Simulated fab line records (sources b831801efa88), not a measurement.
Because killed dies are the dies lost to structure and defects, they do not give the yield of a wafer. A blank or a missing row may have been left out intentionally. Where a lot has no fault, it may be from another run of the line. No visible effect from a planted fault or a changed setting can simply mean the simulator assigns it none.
Matching of chambers | flow sfqLine | SFQ_TRILAYER_I3_VIA_ETCH_VIA_ETCH_088 on rieDiel-02 has 4 sister chambers
The step etches SiO2 in CHF3, stops on Nb, target depth 260 nm. 18 wafers are shown with their chamber, then 9 later ones without.

== WAFERS PAIRED WITH THEIR CHAMBERS ==
wafer  | chamber | drypumpMotorCurrentA (A) | oesProductAu (a.u.)
L436.1 | 3       | 6.3                      | 0.858
L436.3 | 0       | 6.1                      | 0.846
L436.4 | 1       | 5.0                      | 0.847
L449.1 | 1       | 5.0                      | 0.856
L449.2 | 0       | 6.0                      | 0.851
L449.5 | 0       | 6.1                      | 0.853
L452.1 | 2       | 6.3                      | 0.858
L452.2 | 3       | 6.3                      | 0.847
L452.6 | 3       | 6.3                      | 0.860
L453.1 | 1       | 5.0                      | 0.847
L453.2 | 2       | 6.4                      | 0.863
L453.6 | 1       | 5.0                      | 0.861
L454.1 | 3       | 6.3                      | 0.842
L454.2 | 0       | 6.1                      | 0.860
L454.5 | 2       | 6.4                      | 0.857
L455.2 | 0       | 6.0                      | 0.853
L455.5 | 2       | 6.4                      | 0.852
L455.6 | 3       | 6.3                      | 0.854

SIGNATURES (averages over the wafers above)
reading              | chamber 0 | chamber 1 | chamber 2 | chamber 3 | scatter within a chamber
drypumpMotorCurrentA | 6.060     | 5.000     | 6.375     | 6.300     | 0.0373
oesProductAu         | 0.85260   | 0.85275   | 0.85750   | 0.85220   | 0.00619
Rule: for each reading, subtract the chamber's mean from the wafer's reading, divide by that reading's scatter and square the result; add these up over the readings and take the root, which gives the wafer's distance from the chamber. If the next closest chamber is less than 2 further off than the closest, the wafer can't be placed; otherwise it belongs to the closest. The scatter: take each reading less its chamber's mean, square it, sum over the shown wafers, divide by the number of wafers less the number of chambers, and take the root.

== WAFERS MISSING THEIR CHAMBER ==
wafer  | drypumpMotorCurrentA (A) | oesProductAu (a.u.)
L456.1 | 6.3                      | 0.859
L456.4 | 6.4                      | 0.842
L456.5 | 6.3                      | 0.857
L457.2 | 5.0                      | 0.849
L457.4 | 6.3                      | 0.850
L457.6 | 6.3                      | 0.853
L458.1 | 6.3                      | 0.861
L458.5 | 6.4                      | 0.858
L458.6 | 6.3                      | 0.852

== WHICH CHAMBER EACH ONE RAN IN ==
wafer  | from the rows above     | in truth
L456.1 | can't be placed: 3 or 2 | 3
L456.4 | can't be placed: 2 or 3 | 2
L456.5 | can't be placed: 3 or 2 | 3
L457.2 | 1                       | 1
L457.4 | can't be placed: 3 or 2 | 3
L457.6 | 3                       | 3
L458.1 | can't be placed: 3 or 2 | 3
L458.5 | 2                       | 2
L458.6 | 3                       | 3
Correctly placed: 4 of 9. Can't be placed from these rows: 5 (the true chamber is among the candidates in 5). 0 placed wrongly.
